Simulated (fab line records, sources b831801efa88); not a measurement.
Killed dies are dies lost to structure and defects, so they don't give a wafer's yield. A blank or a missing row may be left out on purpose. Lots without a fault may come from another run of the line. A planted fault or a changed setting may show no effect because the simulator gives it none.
Which tool did it? | flow gf180mcu | 6 lots, 18 wafers sampled, at 1 step of a route of 602

WHAT THE GAUGES READ, wafer by wafer
GF_V2_RS_MEAS_24: measures by four-point-probe.
lot  | measured     | on            | V2_W_RS (ohm/sq)
L599 | day 21 00:07 | film_metro-02 | 0.331 0.335 0.330
L602 | day 22 08:44 | film_metro-01 | 0.328 0.329 0.327
L604 | day 22 19:20 | film_metro-04 | 0.324 0.330 0.323
L606 | day 23 17:07 | film_metro-01 | 0.336 0.335 0.331
L612 | day 26 00:01 | film_metro-01 | 0.332 0.334 0.329
L615 | day 26 16:59 | film_metro-04 | 0.339 0.338 0.333

WHICH TOOL RAN EACH LOT (tool, then ch and the chambers of the sampled wafers, then the start)
The record holds no process step before these readings.

THE ANSWER, worked out from the rows above alone
Rule: what is usual is taken from the lots themselves. Put in order of their means at a reading, lots are off if they are a third of the lots or fewer, leave a main group of 4 or more, and stand apart from it by a gap of 3 or more times the standard deviation of the main group's means; of several such gaps the widest counts. A main group whose means are all the same, to the digits that the tables above print for the reading, isn't used. A lot without any number at a reading at which 4 lots or more have one is off too. The other lots that the step has rows for count as sound.
No lot is off at any reading shown: from this, nothing can be told.

WHAT THE SIMULATOR HAD PUT IN
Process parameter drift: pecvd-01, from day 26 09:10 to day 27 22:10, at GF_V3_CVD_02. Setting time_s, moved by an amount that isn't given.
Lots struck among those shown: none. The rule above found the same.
